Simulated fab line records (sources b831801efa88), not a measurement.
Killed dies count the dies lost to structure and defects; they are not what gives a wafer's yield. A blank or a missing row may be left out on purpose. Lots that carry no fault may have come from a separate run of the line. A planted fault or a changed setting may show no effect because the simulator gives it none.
fab line records | flow sky130
record: lots: 13 | wafers: 39 | last-day: 50
route steps=708 shown CONTACT@411 METAL1@450 PAD_OPEN@708
lots with no fault: from the same line, run without faults
start-h: start of the lot's first displayed wafer, in hours after the record's first day | wait-h: hours elapsed since this lot's preceding step | " unchanged from the row above | L1.1+2: several wafers, shown together as one row | - either no value or no given start | * or withheld: withheld | < > ~ a bound
route shown NAME@n: NAME is a module with steps in the file, n the number in the route of the first one | usual: mean and standard deviation over wafers with no fault | same: alike in all rows | chamber/n: place in a boat | sites: per-site readings | _std_site: the values' standard deviation | _edge_site: mean of outer sites minus mean of inner sites | radius-mm: how far each site lies from the wafer's centre | mask NAME#n: copy n | behind: the most recent tool/chamber to have shaped the wafer | hold: the reason the lot was held/the length of the hold in hours/how it ended | device: the n, p or np transistor that did not switch | end of line: the route-end tests of the same wafers | step lacking rows: just its recipe | killed: dies lost to structure and defects at the first sort, not the wafer's yield | map: dies across one wafer; x = killed, . = not, _ = none there
set.NAME: the setting as run; set.NAME@STEP: as run at that earlier step | model.NAME: the simulator's own value behind a step, which no gauge read
a sample of lots followed through the steps of the route, with each step as a table and each wafer as a row
services: from which hour (start-h, from the record's first day; less than 0 if before it) a tool's chamber was out of use, for how many hours, and why
== steps ==
step: SKY_CONTACT_BOW_MEAS_05
recipe: mode: bow
usual: CONTACT_BOW: 81/6.8
lot.wafer | tool          | chamber | start-h | wait-h | CONTACT_BOW[um]
L775.1    | film-metro-04 | -       | 714.94  | 0.1    | 81
L775.3    | "             | -       | "       | "      | 80
L775.5    | "             | -       | "       | "      | 83
L776.2    | film-metro-02 | -       | 722.97  | 0.3    | 86
L776.4    | "             | -       | "       | "      | 91
L776.6    | "             | -       | "       | "      | 81
L779.4    | film-metro-04 | -       | 743.53  | 0.3    | 81
L779.5    | "             | -       | "       | "      | 85
L779.6    | "             | -       | "       | "      | 88
L778.1    | film-metro-04 | -       | 745.12  | 0.1    | 82
L778.2    | "             | -       | "       | "      | 80
L778.5    | "             | -       | "       | "      | 84
L781.1    | film-metro-04 | -       | 751.85  | 0.2    | 84
L781.2    | "             | -       | "       | "      | 81
L781.3    | "             | -       | "       | "      | 85
L782.2    | film-metro-02 | -       | 763.93  | 0.1    | 88
L782.4    | "             | -       | "       | "      | 76
L782.6    | "             | -       | "       | "      | 83
L783.2    | film-metro-02 | -       | 767.66  | 0.2    | 86
L783.3    | "             | -       | "       | "      | 75
L783.4    | "             | -       | "       | "      | 77
L784.1    | film-metro-04 | -       | 778.50  | 0.2    | 88
L784.2    | "             | -       | "       | "      | 78
L784.5    | "             | -       | "       | "      | 83
L785.2    | film-metro-04 | -       | 793.96  | 0.2    | 81
L785.5    | "             | -       | "       | "      | 80
L785.6    | "             | -       | "       | "      | 85
L786.2    | film-metro-03 | -       | 797.27  | 0.1    | 77
L786.3    | "             | -       | "       | "      | 78
L786.4    | "             | -       | "       | "      | 84
L788.1    | film-metro-02 | -       | 819.57  | 0.1    | 86
L788.3    | "             | -       | "       | "      | 79
L788.5    | "             | -       | "       | "      | 82
L789.2    | film-metro-02 | -       | 823.33  | 0.2    | 94
L789.4    | "             | -       | "       | "      | 94
L789.5    | "             | -       | "       | "      | 81
L796.1    | film-metro-02 | -       | 861.14  | 0.1    | 71
L796.3    | "             | -       | "       | "      | 80
L796.5    | "             | -       | "       | "      | 65
step: SKY_CONTACT_STRIP_19
recipe: chemistry: O2/N2 | power-w: 1400 | pressure-mtorr: 1500 | platen-temp-c: withheld | o2-flow-sccm: 3000 | n2-flow-sccm: 300 | overash-fraction: 0.5
usual: drypump-motor-current-A: 5.9/0.38 | oes-product-au: 0.382/0.0053 | strip-time-to-endpoint-s: 3.64/0.035
lot.wafer | tool            | chamber | start-h | wait-h | drypump-motor-current-A | oes-product-au | rf-hours-counter-h | strip-time-to-endpoint-s
L775.1    | plasma-asher-04 | 1       | 743.35  | -      | 5.3                     | 0.376          | 84                 | 3.63
L775.3    | "               | 1       | "       | "      | 5.3                     | 0.389          | -                  | 3.67
L775.5    | "               | 0       | "       | "      | 6.0                     | 0.383          | -                  | 3.64
L776.2    | plasma-asher-04 | 1       | 749.50  | -      | 5.3                     | 0.381          | 85                 | 3.58
L776.4    | "               | 0       | "       | "      | 6.0                     | 0.375          | -                  | 3.53
L776.6    | "               | 1       | "       | "      | 5.3                     | 0.382          | -                  | 3.64
L779.4    | plasma-asher-04 | 0       | 767.88  | -      | 6.0                     | 0.385          | -                  | 3.60
L779.5    | "               | 1       | "       | "      | 5.3                     | 0.380          | -                  | 3.62
L779.6    | "               | 0       | "       | "      | 6.0                     | 0.378          | -                  | 3.70
L778.1    | plasma-asher-02 | 0       | 770.25  | -      | 5.8                     | 0.383          | 33                 | 3.68
L778.2    | "               | 1       | "       | "      | 6.1                     | 0.383          | 33                 | 3.67
L778.5    | "               | 0       | "       | "      | 5.8                     | 0.385          | -                  | 3.70
L781.1    | plasma-asher-04 | 1       | 778.50  | -      | 5.3                     | 0.384          | 88                 | 3.65
L781.2    | "               | 0       | "       | "      | 6.0                     | 0.384          | 88                 | 3.68
L781.3    | "               | 0       | "       | "      | 6.0                     | 0.385          | -                  | 3.64
L782.2    | plasma-asher-04 | 0       | 791.54  | -      | 6.0                     | 0.382          | 89                 | 3.70
L782.4    | "               | 0       | "       | "      | 6.0                     | 0.384          | -                  | 3.68
L782.6    | "               | 0       | "       | "      | 6.0                     | 0.377          | -                  | 3.65
L783.2    | plasma-asher-02 | 1       | 794.68  | -      | 6.1                     | 0.383          | 35                 | 3.68
L783.3    | "               | 1       | "       | "      | 6.1                     | 0.383          | -                  | 3.69
L783.4    | "               | 0       | "       | "      | 5.8                     | 0.386          | -                  | 3.65
L784.1    | plasma-asher-02 | 1       | 804.68  | -      | 6.1                     | 0.376          | 36                 | 3.62
L784.2    | "               | 0       | "       | "      | 5.8                     | 0.376          | 36                 | 3.66
L784.5    | "               | 1       | "       | "      | 6.1                     | 0.379          | -                  | 3.66
L785.2    | plasma-asher-04 | 1       | 821.58  | -      | 5.3                     | 0.379          | 92                 | 3.62
L785.5    | "               | 0       | "       | "      | 6.0                     | 0.380          | -                  | 3.67
L785.6    | "               | 1       | "       | "      | 5.3                     | 0.382          | -                  | 3.64
L786.2    | plasma-asher-02 | 0       | 824.55  | -      | 5.8                     | 0.384          | 38                 | 3.64
L786.3    | "               | 1       | "       | "      | 6.1                     | 0.378          | -                  | 3.60
L786.4    | "               | 0       | "       | "      | 5.8                     | 0.385          | -                  | 3.62
L788.1    | plasma-asher-02 | 0       | 845.23  | -      | 5.8                     | 0.388          | 40                 | 3.58
L788.3    | "               | 0       | "       | "      | 5.8                     | 0.386          | -                  | 3.63
L788.5    | "               | 0       | "       | "      | 5.8                     | 0.382          | -                  | 3.59
L789.2    | plasma-asher-02 | 0       | 848.78  | -      | 5.8                     | 0.388          | 41                 | 3.60
L789.4    | "               | 1       | "       | "      | 6.1                     | 0.380          | -                  | 3.60
L789.5    | "               | 0       | "       | "      | 5.8                     | 0.378          | -                  | 3.58
L796.1    | plasma-asher-02 | 1       | 887.65  | -      | 6.0                     | 0.370          | 44                 | 3.64
L796.3    | "               | 1       | "       | "      | 6.1                     | 0.375          | -                  | 3.59
L796.5    | "               | 1       | "       | "      | 6.1                     | 0.375          | -                  | 3.57
step: SKY_CONTACT_CMP_27
recipe: stop-on: SiO2 | t-overpolish-s: 15 | down-force-psi: 3.5 | platen-rpm: 60 | target-thk-nm: 0 | pad-velocity-m-s: 0.94248
usual: motor-current-A: 11.0/1.3 | overpolish-run-s: 15.002/0.0092 | slurry-filter-dp-kPa: 13.49/0.17 | time-to-endpoint-s: 83/3.5
lot.wafer | tool   | chamber | start-h | wait-h | motor-current-A | overpolish-run-s | slurry-filter-dp-kPa | time-to-endpoint-s
L775.3    | cmp-01 | 0       | 744.52  | 0.3    | 11.4            | 15.009           | 13.44                | 80
L775.1    | "      | 1       | "       | "      | 9.9             | 15.005           | 13.63                | 80
L775.5    | "      | 0       | "       | "      | 11.0            | 15.011           | 13.36                | 78
L776.2    | cmp-02 | 2       | 750.65  | 0.0    | 11.7            | 15.013           | 13.53                | 82
L776.4    | "      | 0       | "       | "      | 12.7            | 15.001           | 13.29                | 88
L776.6    | "      | 2       | "       | "      | 11.8            | 15.002           | 13.56                | 81
L779.4    | cmp-01 | 0       | 768.80  | 0.0    | 11.2            | 14.998           | 13.27                | 90
L779.6    | "      | 0       | "       | "      | 11.1            | 15.022           | 13.35                | 85
L779.5    | "      | 1       | "       | "      | 10.0            | 14.994           | 13.21                | 80
L778.2    | cmp-02 | 1       | 771.28  | 0.1    | 10.3            | 15.004           | 13.34                | 83
L778.1    | "      | 2       | "       | "      | 11.9            | 15.001           | 13.26                | 81
L778.5    | "      | 1       | "       | "      | 10.3            | 15.008           | 13.50                | 83
L781.1    | cmp-01 | 1       | 779.49  | 0.1    | 9.6             | 14.984           | 13.59                | 82
L781.2    | "      | 2       | "       | "      | 10.6            | 15.010           | 13.73                | 82
L781.3    | "      | 3       | "       | "      | 10.8            | 15.011           | 13.47                | 85
L782.2    | cmp-01 | 3       | 792.53  | 0.1    | 10.7            | 14.981           | 13.56                | 81
L782.4    | "      | 0       | "       | "      | 10.9            | 15.002           | 13.52                | 81
L782.6    | "      | 3       | "       | "      | 11.7            | 15.001           | 13.86                | 82
L783.4    | cmp-01 | 2       | 795.63  | 0.0    | 11.3            | 15.018           | 13.46                | 80
L783.3    | "      | 0       | "       | "      | 11.4            | 14.991           | 13.60                | 82
L783.2    | "      | 1       | "       | "      | 9.7             | 14.984           | 13.43                | 82
L784.1    | cmp-01 | 2       | 805.68  | 0.1    | 10.4            | 15.019           | 13.46                | 79
L784.2    | "      | 3       | "       | "      | 11.1            | 14.999           | 13.61                | 81
L784.5    | "      | 1       | "       | "      | 10.1            | 15.004           | 13.59                | 80
L785.2    | cmp-01 | 3       | 822.87  | 0.0    | 11.1            | 0.038            | 13.33                | 126
L785.5    | "      | 3       | "       | "      | 10.6            | 15.014           | 13.25                | 81
L785.6    | "      | 0       | "       | "      | 10.9            | 14.996           | 13.56                | 86
L786.4    | cmp-01 | 0       | 825.63  | 0.0    | 10.7            | 15.007           | 13.31                | 82
L786.2    | "      | 2       | "       | "      | 10.8            | 0.043            | 13.76                | 124
L786.3    | "      | 3       | "       | "      | 10.8            | 0.040            | 13.30                | 126
L788.3    | cmp-02 | 2       | 846.26  | 0.1    | 12.7            | 14.984           | 13.54                | 85
L788.1    | "      | 3       | "       | "      | 9.3             | 14.998           | 13.62                | 84
L788.5    | "      | 1       | "       | "      | 10.4            | 15.002           | 13.47                | 83
L789.4    | cmp-02 | 3       | 849.76  | 0.0    | 9.6             | 15.002           | 13.61                | 81
L789.2    | "      | 2       | "       | "      | 11.2            | 15.007           | 13.82                | 83
L789.5    | "      | 0       | "       | "      | 13.3            | 15.001           | 13.86                | 88
L796.3    | cmp-02 | 1       | 889.11  | 0.1    | 10.8            | 15.019           | 13.35                | 86
L796.1    | "      | 3       | "       | "      | 9.9             | 15.001           | 13.37                | 82
L796.5    | "      | 1       | "       | "      | 10.4            | 14.993           | 13.60                | 83
step: SKY_METAL1_OVL_MEAS_16
usual: METAL1_OVL: -1/4.9
lot.wafer | tool       | chamber | start-h | wait-h | METAL1_OVL[nm]
L775.1    | overlay-02 | -       | 769.67  | 0.1    | 0
L775.3    | "          | -       | "       | "      | -1
L775.5    | "          | -       | "       | "      | -9
L776.2    | overlay-02 | -       | 777.77  | 0.1    | 5
L776.4    | "          | -       | "       | "      | 4
L776.6    | "          | -       | "       | "      | 3
L779.4    | overlay-02 | -       | 795.65  | 0.1    | 6
L779.5    | "          | -       | "       | "      | 3
L779.6    | "          | -       | "       | "      | 5
L778.1    | overlay-01 | -       | 798.13  | 0.1    | 10
L778.2    | "          | -       | "       | "      | -3
L778.5    | "          | -       | "       | "      | 4
L781.1    | overlay-02 | -       | 806.86  | 0.1    | -2
L781.2    | "          | -       | "       | "      | -8
L781.3    | "          | -       | "       | "      | -7
L782.2    | overlay-01 | -       | 819.98  | 0.1    | -2
L782.4    | "          | -       | "       | "      | 2
L782.6    | "          | -       | "       | "      | 2
L783.2    | overlay-02 | -       | 822.87  | 0.1    | -9
L783.3    | "          | -       | "       | "      | -2
L783.4    | "          | -       | "       | "      | -3
L784.1    | overlay-02 | -       | 833.08  | 0.1    | 5
L784.2    | "          | -       | "       | "      | -3
L784.5    | "          | -       | "       | "      | -6
L785.5    | overlay-01 | -       | 849.05  | 0.0    | 6
L785.6    | "          | -       | "       | "      | -1
L786.4    | overlay-02 | -       | 852.20  | 0.1    | 1
L788.1    | overlay-02 | -       | 872.67  | 0.1    | -2
L788.3    | "          | -       | "       | "      | -12
L788.5    | "          | -       | "       | "      | -1
L789.2    | overlay-01 | -       | 875.62  | 0.1    | 3
L789.4    | "          | -       | "       | "      | -3
L789.5    | "          | -       | "       | "      | 3
L796.1    | overlay-02 | -       | 914.73  | 0.1    | -5
L796.3    | "          | -       | "       | "      | -9
L796.5    | "          | -       | "       | "      | -7
step: SKY_PAD_OPEN_PROBE_99
usual: killed_at_M0_to_M3: 43/6.8 | killed_at_M4_up: 3.2/1.7 | killed-at-contacts: 24/5.7 | killed-at-front-end: 16/4.3 | killed-at-other: 0.3/0.56 | killed-dies: 86/9.5 | killed-on-rim: 16/3.6 | killed-open: 47/6.9 | killed-short: 39/5.8
same: gross-dies: 492 | killed-at-back-side: 0
lot.wafer | tool      | chamber | start-h | wait-h | killed_at_M0_to_M3 | killed_at_M4_up | killed-at-contacts | killed-at-front-end | killed-at-other | killed-dies | killed-on-rim | killed-open | killed-short
L782.2    | prober-01 | -       | 1117.36 | 0.1    | 40                 | 4               | 26                 | 14                  | 0               | 84          | 17            | 50          | 31
L782.4    | prober-01 | -       | 1117.46 | 0.2    | 34                 | 5               | 32                 | 17                  | 0               | 88          | 14            | 52          | 36
L782.6    | prober-01 | -       | 1117.56 | 0.2    | 43                 | 2               | 27                 | 21                  | 0               | 93          | 17            | 44          | 48
L785.2    | prober-02 | -       | 1138.22 | 0.1    | 45                 | 3               | 431                | 12                  | 1               | 492         | 96            | 42          | 42
L785.5    | prober-02 | -       | 1138.37 | 0.2    | 28                 | 3               | 16                 | 21                  | 0               | 68          | 12            | 35          | 32
L785.6    | prober-02 | -       | 1138.42 | 0.2    | 43                 | 1               | 26                 | 22                  | 0               | 92          | 17            | 49          | 41
L786.2    | prober-01 | -       | 1142.68 | 0.1    | 44                 | 4               | 429                | 14                  | 1               | 492         | 96            | 45          | 36
L786.3    | prober-01 | -       | 1142.73 | 0.2    | 29                 | 4               | 440                | 19                  | 0               | 492         | 96            | 49          | 25
L786.4    | prober-01 | -       | 1142.78 | 0.2    | 46                 | 4               | 15                 | 19                  | 0               | 84          | 12            | 54          | 29
L788.1    | prober-01 | -       | 1157.36 | 0.1    | 46                 | 1               | 31                 | 19                  | 0               | 97          | 23            | 45          | 52
L788.3    | prober-01 | -       | 1157.46 | 0.2    | 40                 | 1               | 22                 | 24                  | 0               | 87          | 20            | 47          | 40
L788.5    | prober-01 | -       | 1157.56 | 0.2    | 47                 | 2               | 16                 | 18                  | 0               | 83          | 10            | 47          | 36
killed by level:class
L782.2 LI_CONTACT:geometric-particle:open=11 VIA1:geometric-particle:open=11 CONTACT:geometric-particle:open=7 VIA3:geometric-particle:open=6 POLY_GATE:geometric-particle:short=5 METAL1:geometric-particle:short=5 VIA2:geometric-particle:open=5 METAL4:geometric-particle:short=4
L782.4 CONTACT:geometric-particle:open=17 VIA1:geometric-particle:open=10 FIELD_ISO:geometric-particle:open=6 VIA3:geometric-particle:open=6 LOCAL_INTERCONNECT:geometric-particle:short=5 FIELD_ISO:geometric-particle:short=4 POLY_GATE:geometric-particle:short=4 LI_CONTACT:geometric-particle:open=4
L782.6 LI_CONTACT:geometric-particle:open=10 VIA1:geometric-particle:open=9 METAL1:geometric-particle:short=7 CONTACT:geometric-particle:short=7 LOCAL_INTERCONNECT:geometric-particle:short=5 VIA3:geometric-particle:open=5 FIELD_ISO:geometric-particle:short=4 FIELD_ISO:geometric-particle:open=4
L785.2 CONTACT:area-cmp=407 LI_CONTACT:geometric-particle:open=10 VIA3:geometric-particle:open=8 VIA1:geometric-particle:open=8 CONTACT:geometric-particle:short=7 VIA1:geometric-particle:short=7 METAL1:geometric-particle:short=6 FIELD_ISO:geometric-particle:short=4
L785.5 FIELD_ISO:geometric-particle:short=7 CONTACT:geometric-particle:open=7 SPACER:geometric-particle:open=6 VIA1:geometric-particle:open=6 VIA3:geometric-particle:open=5 POLY_GATE:geometric-particle:open=4 LOCAL_INTERCONNECT:geometric-particle:short=4 METAL2:geometric-particle:short=4
L785.6 CONTACT:geometric-particle:open=11 FIELD_ISO:geometric-particle:short=9 VIA2:geometric-particle:open=8 VIA1:geometric-particle:open=7 VIA3:geometric-particle:open=6 SPACER:geometric-particle:open=5 LI_CONTACT:geometric-particle:short=5 VIA2:geometric-particle:short=5
L786.2 CONTACT:area-cmp=411 VIA1:geometric-particle:open=13 POLY_GATE:geometric-particle:short=6 VIA3:geometric-particle:open=6 METAL2:geometric-particle:short=6 LI_CONTACT:geometric-particle:open=5 CONTACT:geometric-particle:open=5 VIA2:geometric-particle:open=5
L786.3 CONTACT:area-cmp=418 CONTACT:geometric-particle:open=9 VIA1:geometric-particle:open=7 POLY_GATE:geometric-particle:open=6 LI_CONTACT:geometric-particle:open=5 VIA2:geometric-particle:open=4 FIELD_ISO:geometric-particle:short=3 FIELD_ISO:geometric-particle:open=3
L786.4 VIA1:geometric-particle:open=16 VIA2:geometric-particle:open=9 FIELD_ISO:geometric-particle:open=7 CONTACT:geometric-particle:open=7 POLY_GATE:geometric-particle:open=6 CONTACT:geometric-particle:short=4 METAL1:geometric-particle:short=4 METAL4:geometric-particle:short=4
L788.1 LI_CONTACT:geometric-particle:open=14 VIA1:geometric-particle:open=11 POLY_GATE:geometric-particle:short=8 LOCAL_INTERCONNECT:geometric-particle:short=7 METAL1:geometric-particle:short=7 VIA2:geometric-particle:short=6 CONTACT:geometric-particle:open=5 VIA1:geometric-particle:short=5
L788.3 CONTACT:geometric-particle:open=10 FIELD_ISO:geometric-particle:open=9 FIELD_ISO:geometric-particle:short=9 VIA1:geometric-particle:short=7 VIA3:geometric-particle:open=7 VIA1:geometric-particle:open=6 CONTACT:geometric-particle:short=5 METAL2:geometric-particle:short=5
L788.5 VIA1:geometric-particle:open=10 VIA2:geometric-particle:open=7 VIA3:geometric-particle:open=5 LI_CONTACT:geometric-particle:open=5 VIA1:geometric-particle:short=5 METAL3:geometric-particle:short=5 FIELD_ISO:geometric-particle:short=4 POLY_GATE:geometric-particle:open=4
== services ==
tool            | chamber | start-h | hours | kind
cmp-02          | -       | 740.48  | 4.0   | repair
cmp-02          | -       | 744.47  | 4.0   | pm
cmp-02          | -       | 748.47  | -     | consumable-replace:conditioner
cmp-02          | -       | 748.47  | -     | consumable-replace:pad
cmp-01          | -       | 772.75  | 6.6   | pm
cmp-01          | -       | 785.66  | 0.7   | repair
plasma-asher-02 | -       | 813.28  | 2.8   | pm
cmp-01          | -       | 820.77  | 0.5   | repair
cmp-02          | -       | 838.25  | 2.7   | repair
plasma-asher-02 | -       | 877.02  | 4.0   | repair
== key ==
first-sign: step: SKY_CONTACT_CMP_27 | reading: overpolish-run-s | direction: down | sigmas: 99+ | usual: 15.002 | struck: 0.040
effect: step: SKY_CONTACT_CMP_27 | reading: time-to-endpoint-s | direction: up | sigmas: 12 | usual: * | struck: *
effect: step: SKY_PAD_OPEN_PROBE_99 | reading: killed-at-contacts | direction: up | sigmas: 72 | usual: 24 | struck: 433
more-kills-born-at: SKY_CONTACT_CMP_27@cmp-01: 1236
met-at SKY_CONTACT_CMP_27
struck-lots L785,L786
struck-wafers L785.2,L786.2,L786.3
later-rows-left-out L785.2,L786.2,L786.3
tester-left-out L785,L786
not-acting-at SKY_CONTACT_BOW_MEAS_05,SKY_CONTACT_STRIP_19,SKY_METAL1_OVL_MEAS_16
onset-between 805.68 822.87
fault: kind: process-parameter-drift | tool: cmp-01 | chamber: - | onset-h: 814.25 | steps: SKY_CONTACT_CMP_27 | channel: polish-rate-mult | offset: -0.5 | shape: step | end-h: 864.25 | scope: struck-wafers-only
tester-left-out: of these lots the tester's yield and bins aren't shown, on N5 and GAA mostly nor the transistor test; their killed dies are dies lost to structure and defects alone, not to doping, threshold or leakage, so they don't give the yield
later-rows-left-out: the simulator's readings of these wafers behind a module that went badly wrong aren't trusted and aren't shown, but for the sort
